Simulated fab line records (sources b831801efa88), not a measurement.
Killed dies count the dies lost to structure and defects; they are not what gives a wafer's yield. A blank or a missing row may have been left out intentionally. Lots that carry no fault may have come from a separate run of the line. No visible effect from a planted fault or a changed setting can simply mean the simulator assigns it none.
fab line records -- flow sky130
record: lots: 13, wafers: 39, lastDay: 49
route steps=708 shown PWDE@49 NWELL@68 VT_ADJUST_LVTN@104 VT_ADJUST_NCORE@126
lots untouched by any fault: they come from a run of this same line in which no faults occurred
startH: hours from the record's first day to the start of the lot's first wafer shown -- waitH: hours since the lot's step before -- " repeats the value in the row above -- L1.1+2: a row that stands for several wafers -- - no value, or no start was given -- * or withheld: withheld -- < > ~ a bound
route shown NAME@n: a module of which the file shows steps, and the number in the route of the first -- usual: mean/standard deviation taken from wafers without a fault -- same: alike in all rows -- chamber/n: place in a boat -- sites: readings site by site -- _std_site: their standard deviation -- _edge_site: mean of outer sites minus mean of inner sites -- radiusMm: how far each site lies from the wafer's centre -- mask NAME#n: copy n -- behind: tool/chamber where the wafer was last shaped -- hold: why the lot was held/for how many hours/how that ended -- device: the n, p or np transistor that did not switch -- end of line: tests of these same wafers at the route's end -- step lacking rows: just its recipe -- killed: at the first sort, the dies lost to defects and structure; wafer yield is something else -- map: the dies of a wafer, with x for killed, . for not killed, _ for no die there
set.NAME: the setting the step ran with; set.NAME@STEP: the setting that earlier step ran with -- model.NAME: the simulator's own value behind a step, which no gauge read
steps of the route over a sample of lots; a table a step, a row a wafer
services: from which hour (startH, from the record's first day; less than 0 if before it) a tool's chamber was out of use, for how many hours, and why
== steps ==
step: SKY_PWDE_EXPOSE_04
recipe: maskId: PWDEM, na: 0.6, sourceShape: conventional, sigmaOuter: 0.6, polarization: unpolarized, targetCdNm: 840, doseMj: 214
lot.wafer,tool,chamber,startH,waitH,mask
L358.2+4+5,ilineStepper-01,0,62.68,-,PWDEM#0
L359.2+4+6,ilineStepper-01,0,69.85,-,PWDEM#0
L360.1+2+6,ilineStepper-02,0,76.28,-,PWDEM#0
L361.2+5+6,ilineStepper-02,0,80.18,-,PWDEM#0
L363.1+2+5,ilineStepper-02,0,89.06,-,PWDEM#0
L364.1+4+5,ilineStepper-02,0,95.76,-,PWDEM#0
L365.2+5+6,ilineStepper-01,0,103.35,-,PWDEM#0
L366.3+4+5,ilineStepper-02,0,105.48,-,PWDEM#0
L369.2+3+5,ilineStepper-02,0,120.13,-,PWDEM#0
L370.1+5+6,ilineStepper-01,0,125.78,-,PWDEM#0
L371.2+4+5,ilineStepper-01,0,130.53,-,PWDEM#0
L373.3+5+6,ilineStepper-01,0,143.92,-,DNM#0
L376.1+4+5,ilineStepper-02,0,162.56,-,PWDEM#0
step: SKY_PWDE_OVL_MEAS_07
usual: PWDE_OVL: -1.0/1.3
lot.wafer,tool,chamber,startH,waitH,PWDE_OVL[nm]
L358.2,overlay-02,-,70.19,-,-0.6
L358.4,overlay-02,-,70.19,-,-1.4
L358.5,overlay-02,-,70.19,-,-1.1
L359.2,overlay-02,-,77.77,-,-0.5
L359.4,overlay-02,-,77.77,-,-2.9
L359.6,overlay-02,-,77.77,-,-4.2
L360.1,overlay-02,-,84.01,-,-0.4
L360.2,overlay-02,-,84.01,-,0.2
L360.6,overlay-02,-,84.01,-,-0.9
L361.2,overlay-02,-,87.97,-,-3.0
L361.5,overlay-02,-,87.97,-,-3.3
L361.6,overlay-02,-,87.97,-,-2.7
L363.1,overlay-02,-,97.46,-,0.0
L363.2,overlay-02,-,97.46,-,-0.8
L363.5,overlay-02,-,97.46,-,-2.3
L364.1,overlay-01,-,103.98,-,-2.7
L364.4,overlay-01,-,103.98,-,-4.0
L364.5,overlay-01,-,103.98,-,-3.5
L365.2,overlay-02,-,111.61,-,0.2
L365.5,overlay-02,-,111.61,-,-0.6
L365.6,overlay-02,-,111.61,-,0.0
L366.3,overlay-01,-,114.00,-,-2.2
L366.4,overlay-01,-,114.00,-,-1.6
L366.5,overlay-01,-,114.00,-,-1.4
L369.2,overlay-01,-,128.56,-,-3.0
L369.3,overlay-01,-,128.56,-,-2.9
L369.5,overlay-01,-,128.56,-,-1.5
L370.1,overlay-02,-,134.43,-,0.8
L370.5,overlay-02,-,134.43,-,2.7
L370.6,overlay-02,-,134.43,-,-0.3
L371.2,overlay-01,-,139.69,-,-1.1
L371.4,overlay-01,-,139.69,-,-2.3
L371.5,overlay-01,-,139.69,-,-1.4
L373.3,overlay-01,-,154.02,-,-
L373.5,overlay-01,-,154.02,-,-
L373.6,overlay-01,-,154.02,-,-
L376.1,overlay-02,-,172.53,-,0.6
L376.4,overlay-02,-,172.53,-,1.8
L376.5,overlay-02,-,172.53,-,-0.3
step: SKY_PWDE_TW_MEAS_10
usual: PWDE_TW: 376.4/1.9
lot.wafer,tool,chamber,startH,waitH,PWDE_TW
L358.2,filmMetro-04,-,70.48,0.1,378.3
L358.4,filmMetro-04,-,70.48,0.1,375.6
L358.5,filmMetro-04,-,70.48,0.1,378.4
L359.2,filmMetro-01,-,78.06,0.1,375.7
L359.4,filmMetro-01,-,78.06,0.1,375.5
L359.6,filmMetro-01,-,78.06,0.1,375.2
L360.1,filmMetro-02,-,84.30,0.1,376.8
L360.2,filmMetro-02,-,84.30,0.1,373.9
L360.6,filmMetro-02,-,84.30,0.1,373.4
L361.2,filmMetro-01,-,88.26,0.1,373.7
L361.5,filmMetro-01,-,88.26,0.1,377.7
L361.6,filmMetro-01,-,88.26,0.1,375.1
L363.1,filmMetro-02,-,97.74,0.1,375.2
L363.2,filmMetro-02,-,97.74,0.1,373.5
L363.5,filmMetro-02,-,97.74,0.1,374.3
L364.1,filmMetro-04,-,104.27,0.1,375.7
L364.4,filmMetro-04,-,104.27,0.1,373.7
L364.5,filmMetro-04,-,104.27,0.1,372.4
L365.2,filmMetro-04,-,111.90,0.1,376.6
L365.5,filmMetro-04,-,111.90,0.1,375.0
L365.6,filmMetro-04,-,111.90,0.1,374.8
L366.3,filmMetro-01,-,114.29,0.1,376.2
L366.4,filmMetro-01,-,114.29,0.1,376.5
L366.5,filmMetro-01,-,114.29,0.1,375.5
L369.2,filmMetro-04,-,128.85,0.1,377.8
L369.3,filmMetro-04,-,128.85,0.1,377.0
L369.5,filmMetro-04,-,128.85,0.1,377.6
L370.1,filmMetro-01,-,134.72,0.1,377.2
L370.5,filmMetro-01,-,134.72,0.1,379.7
L370.6,filmMetro-01,-,134.72,0.1,377.8
L371.2,filmMetro-01,-,139.98,0.1,377.9
L371.4,filmMetro-01,-,139.98,0.1,378.0
L371.5,filmMetro-01,-,139.98,0.1,378.4
L373.3,filmMetro-01,-,154.31,0.1,30.4
L373.5,filmMetro-01,-,154.31,0.1,30.4
L373.6,filmMetro-01,-,154.31,0.1,30.4
L376.1,filmMetro-04,-,172.82,0.1,378.8
L376.4,filmMetro-04,-,172.82,0.1,374.0
L376.5,filmMetro-04,-,172.82,0.1,378.4
step: SKY_NWELL_TW_MEAS_15
usual: NWELL_TW: 1832/9.3
lot.wafer,tool,chamber,startH,waitH,NWELL_TW
L358.2,filmMetro-04,-,87.25,0.1,1841
L358.4,filmMetro-04,-,87.25,0.1,1846
L358.5,filmMetro-04,-,87.25,0.1,1838
L359.2,filmMetro-01,-,94.43,0.1,1836
L359.4,filmMetro-01,-,94.43,0.1,1835
L359.6,filmMetro-01,-,94.43,0.1,1835
L360.1,filmMetro-01,-,101.97,0.1,1837
L360.2,filmMetro-01,-,101.97,0.1,1837
L360.6,filmMetro-01,-,101.97,0.1,1842
L361.2,filmMetro-02,-,105.73,0.1,1821
L361.5,filmMetro-02,-,105.73,0.1,1805
L361.6,filmMetro-02,-,105.73,0.1,1824
L363.1,filmMetro-04,-,115.44,0.1,1824
L363.2,filmMetro-04,-,115.44,0.1,1830
L363.5,filmMetro-04,-,115.44,0.1,1824
L364.1,filmMetro-02,-,122.59,0.1,1813
L364.4,filmMetro-02,-,122.59,0.1,1823
L364.5,filmMetro-02,-,122.59,0.1,1817
L365.2,filmMetro-04,-,131.00,0.1,1837
L365.5,filmMetro-04,-,131.00,0.1,1830
L365.6,filmMetro-04,-,131.00,0.1,1826
L366.3,filmMetro-01,-,132.76,0.1,1835
L366.4,filmMetro-01,-,132.76,0.1,1829
L366.5,filmMetro-01,-,132.76,0.1,1828
L369.2,filmMetro-01,-,148.40,0.1,1840
L369.3,filmMetro-01,-,148.40,0.1,1834
L369.5,filmMetro-01,-,148.40,0.1,1844
L370.1,filmMetro-01,-,155.29,0.1,1839
L370.5,filmMetro-01,-,155.29,0.1,1839
L370.6,filmMetro-01,-,155.29,0.1,1834
L371.2,filmMetro-02,-,160.70,0.1,1827
L371.4,filmMetro-02,-,160.70,0.1,1814
L371.5,filmMetro-02,-,160.70,0.1,1824
L373.3,filmMetro-01,-,175.04,0.1,1830
L373.5,filmMetro-01,-,175.04,0.1,1831
L373.6,filmMetro-01,-,175.04,0.1,1826
L376.1,filmMetro-02,-,194.34,0.1,1842
L376.4,filmMetro-02,-,194.34,0.1,1839
L376.5,filmMetro-02,-,194.34,0.1,1840
step: SKY_VT_ADJUST_LVTN_OVL_MEAS_07
usual: VT_ADJUST_LVTN_OVL: 1.1/1.3
lot.wafer,tool,chamber,startH,waitH,VT_ADJUST_LVTN_OVL[nm]
L358.2,overlay-01,-,140.39,-,-0.7
L358.4,overlay-01,-,140.39,-,-0.8
L358.5,overlay-01,-,140.39,-,0.3
L359.2,overlay-02,-,150.06,-,3.0
L359.4,overlay-02,-,150.06,-,4.2
L359.6,overlay-02,-,150.06,-,3.1
L360.1,overlay-02,-,158.81,-,0.9
L360.2,overlay-02,-,158.81,-,0.3
L360.6,overlay-02,-,158.81,-,0.3
L361.2,overlay-01,-,162.31,-,2.4
L361.5,overlay-01,-,162.31,-,3.9
L361.6,overlay-01,-,162.31,-,4.5
L363.1,overlay-02,-,174.76,-,1.1
L363.2,overlay-02,-,174.76,-,1.7
L363.5,overlay-02,-,174.76,-,0.9
L364.1,overlay-01,-,181.93,-,0.9
L364.4,overlay-01,-,181.93,-,-0.1
L364.5,overlay-01,-,181.93,-,-0.1
L365.2,overlay-01,-,191.42,-,-0.8
L365.5,overlay-01,-,191.42,-,0.5
L365.6,overlay-01,-,191.42,-,2.4
L366.3,overlay-01,-,194.10,-,0.4
L366.4,overlay-01,-,194.10,-,-1.0
L366.5,overlay-01,-,194.10,-,0.4
L369.2,overlay-02,-,212.37,-,1.6
L369.3,overlay-02,-,212.37,-,1.1
L369.5,overlay-02,-,212.37,-,2.1
L370.1,overlay-01,-,219.58,-,-0.1
L370.5,overlay-01,-,219.58,-,0.7
L370.6,overlay-01,-,219.58,-,0.7
L371.2,overlay-02,-,225.72,-,-0.3
L371.4,overlay-02,-,225.72,-,0.3
L371.5,overlay-02,-,225.72,-,-0.8
L373.3,overlay-02,-,242.69,-,0.9
L373.5,overlay-02,-,242.69,-,2.3
L373.6,overlay-02,-,242.69,-,0.7
L376.1,overlay-01,-,264.51,-,2.1
L376.4,overlay-01,-,264.51,-,2.3
L376.5,overlay-01,-,264.51,-,3.1
step: SKY_VT_ADJUST_NCORE_CD_MEAS_07
recipe: targetCdNm: 380
usual: cdNm: 379.5/2.9
lot.wafer,tool,chamber,startH,waitH,cdNm
L358.2,cdSem-02,-,181.13,0.1,377.2
L358.4,cdSem-02,-,181.13,0.1,375.5
L358.5,cdSem-02,-,181.13,0.1,376.9
L359.2,cdSem-02,-,191.15,0.1,378.9
L359.4,cdSem-02,-,191.15,0.1,378.6
L359.6,cdSem-02,-,191.15,0.1,377.1
L360.1,cdSem-02,-,201.56,0.1,380.9
L360.2,cdSem-02,-,201.56,0.1,377.8
L360.6,cdSem-02,-,201.56,0.1,379.3
L361.2,cdSem-02,-,204.48,0.1,383.4
L361.5,cdSem-02,-,204.48,0.1,384.1
L361.6,cdSem-02,-,204.48,0.1,384.6
L363.1,cdSem-02,-,217.78,0.1,381.5
L363.2,cdSem-02,-,217.78,0.1,380.3
L363.5,cdSem-02,-,217.78,0.1,382.7
L364.1,cdSem-02,-,225.41,0.1,377.6
L364.4,cdSem-02,-,225.41,0.1,375.8
L364.5,cdSem-02,-,225.41,0.1,377.5
L365.2,cdSem-02,-,236.35,0.1,386.0
L365.5,cdSem-02,-,236.35,0.1,383.7
L365.6,cdSem-02,-,236.35,0.1,384.0
L366.3,cdSem-01,-,239.47,0.1,377.8
L366.4,cdSem-01,-,239.47,0.1,379.6
L366.5,cdSem-01,-,239.47,0.1,378.1
L369.2,cdSem-01,-,260.28,0.1,379.1
L369.3,cdSem-01,-,260.28,0.1,379.1
L369.5,cdSem-01,-,260.28,0.1,378.7
L370.1,cdSem-02,-,267.88,0.1,381.4
L370.5,cdSem-02,-,267.88,0.1,382.7
L370.6,cdSem-02,-,267.88,0.1,380.6
L371.2,cdSem-02,-,274.18,0.1,374.0
L371.4,cdSem-02,-,274.18,0.1,376.6
L371.5,cdSem-02,-,274.18,0.1,378.0
L373.3,cdSem-02,-,292.00,0.1,378.3
L373.5,cdSem-02,-,292.00,0.1,378.6
L373.6,cdSem-02,-,292.00,0.1,380.3
L376.1,cdSem-01,-,314.85,0.1,382.7
L376.4,cdSem-01,-,314.85,0.1,381.8
L376.5,cdSem-01,-,314.85,0.1,380.9
== services ==
tool,chamber,startH,hours,kind
ilineStepper-01,-,134.51,1.7,pm
ilineStepper-02,-,153.25,4.4,pm
ilineStepper-02,-,157.69,1.7,pm
== key ==
firstSign: step: SKY_PWDE_EXPOSE_04, reading: mask, direction: changed
effect: step: SKY_PWDE_OVL_MEAS_07, reading: PWDE_OVL, direction: missing
effect: step: SKY_PWDE_TW_MEAS_10, reading: PWDE_TW, direction: down, sigmas: 99+, usual: 376.4, struck: 30.4
metAt SKY_PWDE_EXPOSE_04
struckLots L373
sortLeftOut L373.3,L373.5,L373.6
testerLeftOut L373
notActingAt SKY_NWELL_TW_MEAS_15,SKY_VT_ADJUST_LVTN_OVL_MEAS_07,SKY_VT_ADJUST_NCORE_CD_MEAS_07
onsetBetween 130.53 143.92
fault: kind: wrongMask, tool: any, chamber: -, onsetH: 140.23, steps: SKY_PWDE_EXPOSE_04, auxCopy: DNM#0, scope: struckLotsOnly
testerLeftOut: of these lots the tester's yield and bins aren't shown, on N5 and GAA mostly nor the transistor test; their killed dies are dies lost to structure and defects alone, not to doping, threshold or leakage, so they don't give the yield
sortLeftOut: the simulated sort isn't trusted on such a fault, so these wafers' sort isn't shown, and their yield isn't known
